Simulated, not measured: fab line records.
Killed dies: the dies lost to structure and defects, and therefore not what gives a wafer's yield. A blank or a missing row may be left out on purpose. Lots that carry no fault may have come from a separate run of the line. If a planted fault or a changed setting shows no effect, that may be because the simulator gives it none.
Chamber matching / flow sky130 / SKY_VIA4_CMP_02 on cmp-01: 4 sister chambers
The step polishes SiO2. 8 wafers are shown with their chamber, then 10 later ones without.

== EACH WAFER AND ITS CHAMBER ==
wafer=L422.4; chamber=1; motor-current-A (A)=13.3
wafer=L423.2; chamber=0; motor-current-A (A)=11.3
wafer=L423.3; chamber=2; motor-current-A (A)=11.2
wafer=L424.2; chamber=0; motor-current-A (A)=11.5
wafer=L424.3; chamber=2; motor-current-A (A)=11.8
wafer=L424.5; chamber=3; motor-current-A (A)=11.7
wafer=L427.2; chamber=1; motor-current-A (A)=14.0
wafer=L427.3; chamber=3; motor-current-A (A)=12.4

== WAFERS WITH NO CHAMBER GIVEN ==
wafer=L427.4; motor-current-A (A)=12.2
wafer=L436.3; motor-current-A (A)=11.7
wafer=L436.5; motor-current-A (A)=12.3
wafer=L436.6; motor-current-A (A)=11.5
wafer=L438.2; motor-current-A (A)=10.9
wafer=L438.4; motor-current-A (A)=11.8
wafer=L438.6; motor-current-A (A)=11.3
wafer=L442.2; motor-current-A (A)=11.2
wafer=L442.5; motor-current-A (A)=12.1
wafer=L442.6; motor-current-A (A)=13.7

== THE CHAMBER EACH PASSED THROUGH ==
wafer=L427.4; from the rows above=can't be placed: 3 or 2 or 0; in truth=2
wafer=L436.3; from the rows above=can't be placed: 2 or 0 or 3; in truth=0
wafer=L436.5; from the rows above=can't be placed: 3 or 2 or 0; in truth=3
wafer=L436.6; from the rows above=can't be placed: 2 or 0 or 3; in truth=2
wafer=L438.2; from the rows above=can't be placed: 0 or 2 or 3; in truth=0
wafer=L438.4; from the rows above=can't be placed: 3 or 2 or 0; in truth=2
wafer=L438.6; from the rows above=can't be placed: 0 or 2 or 3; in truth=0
wafer=L442.2; from the rows above=can't be placed: 0 or 2 or 3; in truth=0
wafer=L442.5; from the rows above=can't be placed: 3 or 2 or 0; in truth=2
wafer=L442.6; from the rows above=1; in truth=1
1 of 10 placed correctly. Cannot be placed on the basis of these rows: 9; the candidates contain the true chamber in 9. 0 placed wrongly.
How it was worked out, from the rows above alone: a wafer's distance from a chamber is the root of the sum, over the readings, of the square of ((its reading less the chamber's mean) divided by the reading's scatter). The wafer belongs to the nearest chamber; if the next one is less than 2 further off, it can't be placed. Each chamber's mean is taken over the wafers shown for it. The scatter: the root of (the sum of the squares of (reading less its chamber's mean) over the shown wafers, divided by (wafers less chambers)).
